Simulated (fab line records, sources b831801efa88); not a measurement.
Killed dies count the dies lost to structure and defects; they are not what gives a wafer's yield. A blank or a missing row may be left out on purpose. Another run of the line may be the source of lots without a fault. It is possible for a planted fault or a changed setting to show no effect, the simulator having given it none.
Matching of chambers | flow gf180mcu | GF_STI_CMP_25 on cmp-01: 4 sister chambers
The step polishes, stops on Si3N4, t overpolish 33 s, target thk 524.6 nm. 18 wafers are shown with their chamber, then 9 later ones without.

== WAFERS PAIRED WITH THEIR CHAMBERS ==
wafer  | chamber | motor_current_A (A) | slurry_filter_dp_kPa (kPa) | time_to_endpoint_s (s)
L470.2 | 0       | 10.9                | 13.69                      | 128
L470.4 | 1       | 12.3                | 13.42                      | 126
L470.5 | 2       | 12.9                | 13.45                      | 128
L471.1 | 3       | 12.4                | 13.70                      | 125
L471.2 | 1       | 11.6                | 13.41                      | 121
L471.3 | 2       | 12.5                | 13.63                      | 121
L472.1 | 1       | 12.4                | 13.33                      | 123
L472.3 | 3       | 12.5                | 13.66                      | 123
L472.5 | 2       | 12.4                | 13.54                      | 124
L474.4 | 1       | 12.5                | 13.38                      | 127
L474.5 | 2       | 12.1                | 13.48                      | 127
L474.6 | 3       | 13.4                | 13.58                      | 125
L485.2 | 3       | 12.6                | 13.54                      | 120
L485.3 | 2       | 13.6                | 13.50                      | 123
L485.6 | 3       | 13.0                | 13.39                      | 125
L486.1 | 2       | 12.6                | 13.51                      | 125
L486.2 | 1       | 12.2                | 13.64                      | 125
L486.4 | 3       | 12.6                | 13.49                      | 125

SIGNATURES (averages over the wafers above)
reading              | chamber 0 | chamber 1 | chamber 2 | chamber 3 | scatter within a chamber
motor_current_A      | 10.900    | 12.200    | 12.683    | 12.750    | 0.428
slurry_filter_dp_kPa | 13.6900   | 13.4360   | 13.5183   | 13.5600   | 0.1
time_to_endpoint_s   | 128.00    | 124.40    | 124.67    | 123.83    | 2.35
Rule: for each reading, subtract the chamber's mean from the wafer's reading, divide by that reading's scatter and square the result; add these up over the readings and take the root, which gives the wafer's distance from the chamber. If the next closest chamber is less than 2 further off than the closest, the wafer can't be placed; otherwise it belongs to the closest. The scatter: take each reading less its chamber's mean, square it, sum over the shown wafers, divide by the number of wafers less the number of chambers, and take the root.

== WAFERS MISSING THEIR CHAMBER ==
wafer  | motor_current_A (A) | slurry_filter_dp_kPa (kPa) | time_to_endpoint_s (s)
L488.2 | 11.1                | 13.66                      | 122
L488.3 | 11.9                | 13.35                      | 118
L488.4 | 13.0                | 13.38                      | 123
L490.1 | 11.6                | 13.71                      | 122
L490.2 | 10.7                | 13.55                      | 121
L490.3 | 12.2                | 13.42                      | 117
L491.1 | 12.7                | 13.54                      | 115
L491.2 | 11.6                | 13.59                      | 121
L491.3 | 12.0                | 13.66                      | 117

== CHAMBER TAKEN BY EACH ==
wafer  | from the rows above               | in truth
L488.2 | can't be placed: 0 or 1 or 3 or 2 | 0
L488.3 | can't be placed: 1 or 2 or 3      | 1
L488.4 | can't be placed: 2 or 3 or 1      | 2
L490.1 | can't be placed: 0 or 3 or 1 or 2 | 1
L490.2 | can't be placed: 0 or 1 or 2 or 3 | 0
L490.3 | can't be placed: 1 or 3 or 2      | 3
L491.1 | can't be placed: 3 or 2 or 1      | 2
L491.2 | can't be placed: 1 or 3 or 2 or 0 | 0
L491.3 | can't be placed: 3 or 1 or 2 or 0 | 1
Correctly placed: 0 of 9. These rows do not allow placing 9 (true chamber among the candidates in 9). Number placed wrongly: 0.
